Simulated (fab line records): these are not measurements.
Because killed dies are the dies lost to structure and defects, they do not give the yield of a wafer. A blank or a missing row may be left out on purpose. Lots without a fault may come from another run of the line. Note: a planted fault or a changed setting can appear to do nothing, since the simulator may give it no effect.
Comparing a struck lot with a sound one    flow sky130    16 out of 708 route steps
Sound: the wafers L584.1, L584.5, L584.6. Wafers L589.1, L589.3, L589.4 were the ones struck. Last of all comes the cause.
For every step that has rows: the tool of each side, followed by ch and its chambers, followed by its first start. Under that, the readings that differ: sound wafers    struck wafers    difference of the means    sigmas: that difference in standard deviations of wafers without a fault.
alike: a reading whose means differ by less than 2 such deviations, as well as words and numbers matching on both sides. not compared: withheld readings; readings where some wafer has no value; bounds like >300 that might hide an equal value; numbers whose values overlap and for which the record gives no deviation.
The two part at a step that has a row with sigmas, a row that says differs or no value, or rows on one side only. Numbers that have no deviation but don't overlap get no sigmas and don't part them. Lack of a reading on every wafer of one side parts them only where that side has two or more wafers.

SKY_LOCAL_INTERCONNECT_THK_MEAS_02: measures by xrf.
  sound on film metro-04, day 31 12:27; struck on film metro-04, day 32 23:39
  alike: LOCAL_INTERCONNECT_TIN_THK
then, 8 steps without rows for these wafers: SKY_LOCAL_INTERCONNECT_DEHYDRATE_03 (time 60 s); SKY_LOCAL_INTERCONNECT_HMDS_04 (prime time 60 s); SKY_LOCAL_INTERCONNECT_COAT_05 (resist thk 60 nm); SKY_LOCAL_INTERCONNECT_COAT_06 (resist thk 450 nm); SKY_LOCAL_INTERCONNECT_SOFTBAKE_07 (time 90 s); SKY_LOCAL_INTERCONNECT_EXPOSE_08 (exposes mask LI1M, target cd 170 nm); SKY_LOCAL_INTERCONNECT_PEB_09; SKY_LOCAL_INTERCONNECT_DEVELOP_10 (develop time 60 s).
SKY_LOCAL_INTERCONNECT_CD_MEAS_11: target cd 170 nm.
  sound on cd sem-01, day 32 15:23; struck on cd sem-02, day 34 02:05
  alike: cd nm
SKY_LOCAL_INTERCONNECT_OVL_MEAS_12:
  sound on overlay-02, day 32 15:30; struck on overlay-02, day 34 02:12
  alike: LOCAL_INTERCONNECT_OVL
SKY_LOCAL_INTERCONNECT_ETCH_13: etches BARC in N2/H2, stops on SiO2, time 45.9 s, target depth 60 nm.
  sound on rie metal-01 ch 0,1, day 32 15:32; struck on rie metal-01 ch 0,1, day 34 02:14
  alike: bias w, chamber pressure mTorr, drypump motor current A, oes product au, throttle valve pct
  not compared: rf hours counter h
SKY_LOCAL_INTERCONNECT_METAL_ETCH_14: etches TiN in Cl2/BCl3, stops on PSG, target depth 110 nm, time 31.4 s.
  sound on rie metal-01 ch 0,1, day 32 15:36; struck on rie metal-01 ch 0,1, day 34 02:18
  no value came back on the struck wafers for any of 5 readings (bcl3 flow sccm (sccm), bias w (W) and others); on the sound wafers bcl3 flow sccm (sccm) reads 30.12 30.12 30.00
reading                                                    sound              struck             difference  sigmas
model.KrF-thick_of_LOCAL_INTERCONNECT_COAT_06.thk nm (nm)  350.9 350.3 347.7  392.9 392.6 393.4  +43.3       
  not compared: rf hours counter h
SKY_LOCAL_INTERCONNECT_STRIP_15: strips in O2/N2.
  sound on plasma asher-03 ch 0,1, day 32 15:39; struck on plasma asher-03 ch 0,1, day 34 02:21
reading                       sound              struck             difference  sigmas
oes product au (a.u.)         0.429 0.424 0.425  0.444 0.436 0.447  +0.016      +3
strip time to endpoint s (s)  4.735 4.733 4.705  5.193 5.216 5.203  +0.480      +23
  alike: drypump motor current A
  not compared: rf hours counter h
then, 1 step without rows for these wafers: SKY_LOCAL_INTERCONNECT_STRIP_16 (strips in post etch residue remover, time 1200 s).
-- here the record skips 15 days between the struck wafers' starts before and after, leaving off in module LOCAL_INTERCONNECT and picking up in module PAD_OPEN (first step shown: number 708 of the route) --
SKY_PAD_OPEN_PROBE_99:
  sound on prober-02, day 47 12:54; struck on prober-01, day 48 15:35
reading             sound     struck       difference  sigmas
killed at contacts  22 26 22  434 438 434  +412        +81
killed at other     0 4 1     0 0 0        -2          -2
killed dies         99 83 80  492 492 492  +405        +46
killed on rim       17 17 18  96 96 96     +79         +21
  alike: killed_at_M0_to_M3, killed_at_M4_up, killed at front end, killed open, killed short

## WHERE THEY PART
Earliest at SKY_LOCAL_INTERCONNECT_METAL_ETCH_14; latest, in this record, at SKY_PAD_OPEN_PROBE_99.

WHY: whatever the simulator had introduced
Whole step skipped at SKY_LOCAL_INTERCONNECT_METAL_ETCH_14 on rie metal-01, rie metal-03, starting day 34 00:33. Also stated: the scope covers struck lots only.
